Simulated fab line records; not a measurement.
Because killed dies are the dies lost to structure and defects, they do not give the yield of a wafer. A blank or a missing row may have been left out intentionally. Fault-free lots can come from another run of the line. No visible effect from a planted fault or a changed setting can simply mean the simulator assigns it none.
A lot that was struck, set against a sound lot :: flow gf180mcu :: 15 out of 602 route steps
Sound: wafers L324.2, L324.3, L324.5. Wafers struck: L337.1, L337.4, L337.6. The cause is named last.
For every step that has rows: the tool of each side, followed by ch and its chambers, followed by its first start. Under that, the readings that differ: sound wafers :: struck wafers :: difference of the means :: sigmas: that difference in standard deviations of wafers without a fault.
alike: a reading whose means differ by less than 2 such deviations, as well as words and numbers matching on both sides. not compared: withheld readings; readings where some wafer has no value; bounds like >300 that might hide an equal value; numbers whose values overlap and for which the record gives no deviation.
The two part at a step that has a row with sigmas, a row that says differs or no value, or rows on one side only. Numbers that don't overlap but have no deviation are shown without sigmas and don't part them. Lack of a reading on every wafer of one side parts them only where that side has two or more wafers.

first, 9 steps without rows for these wafers: GF_MIM_STRIP_21 (strips in post etch residue remover, time 1200 s); GF_MIM_CLEAN_22 (cleans in DIW); GF_M5_DEHYDRATE_00 (time 60 s); GF_M5_HMDS_01 (prime time 60 s); GF_M5_COAT_02 (resist thk 1000 nm); GF_M5_SOFTBAKE_03 (time 60 s); GF_M5_EXPOSE_04 (exposes mask Metal5, target cd 280 nm); GF_M5_PEB_05 (peb time 90 s); GF_M5_DEVELOP_06 (develop time 60 s).
GF_M5_CD_MEAS_07 targets a cd of 280 nm.
  sound on cd sem-01, day 27 03:11; struck on cd sem-02, day 31 11:04
  alike: cd nm
GF_M5_OVL_MEAS_08:
  sound on overlay-02, day 27 03:17; struck on overlay-01, day 31 11:11
reading: M5_OVL (nm)
sound: -8 -4 -12
struck: 5 -4 6
difference: +10
sigmas: +2
GF_M5_ETCH_09: etches Si3N4 in CF4/O2, target depth 52 nm, time 11.6 s.
  sound on rie diel-01 ch 1,2,3, day 27 03:19; struck on rie diel-02 ch 1,3, day 31 11:13
  alike: O2_flow_sccm, bias w, drypump motor current A, oes product au, throttle valve pct
  not compared: rf hours counter h
GF_M5_METAL_ETCH_10: etches the open film in Cl2/BCl3, stops on SiO2, target depth 627.5 nm, time 104.6 s.
  sound on rie metal-03 ch 0,1, day 27 03:20; struck on rie metal-01 ch 0, day 31 11:15
  no value came back on the struck wafers for any of 5 readings (bcl3 flow sccm (sccm), bias w (W) and others); on the sound wafers bcl3 flow sccm (sccm) reads 39.92 40.01 39.96
reading: model.KrF_of_M5_COAT_02.thk nm (nm)
sound: 702.9 702.8 702.4
struck: 951.9 950.3 949.5
difference: +247.9
sigmas: 

reading: model.M5.cd nm (nm)
sound: 273 271.6 275.1
struck: 277.7 277.5 277.6
difference: +4.4
sigmas: 
  not compared: rf hours counter h
GF_M5_STRIP_11: strips in O2/N2.
  sound on plasma asher-04 ch 0, day 27 03:27; struck on plasma asher-03 ch 0,1, day 31 11:22
reading: heater power w (W)
sound: 373 369 360
struck: 304 314 281
difference: -68
sigmas: -2

reading: oes product au (a.u.)
sound: 0.535 0.537 0.547
struck: 0.643 0.644 0.638
difference: +0.102
sigmas: +18

reading: strip time to endpoint s (s)
sound: 7.56 7.56 7.55
struck: 9.99 9.95 9.96
difference: +2.41
sigmas: +38
  alike: drypump motor current A, platen temp c
  not compared: rf hours counter h
then, 1 step without rows for these wafers: GF_M5_STRIP_12 (strips in post etch residue remover, time 1200 s).

== WHERE THEY PART ==
At GF_M5_OVL_MEAS_08 first; at GF_M5_STRIP_11 last (within this record only).

WHY: whatever the simulator had introduced
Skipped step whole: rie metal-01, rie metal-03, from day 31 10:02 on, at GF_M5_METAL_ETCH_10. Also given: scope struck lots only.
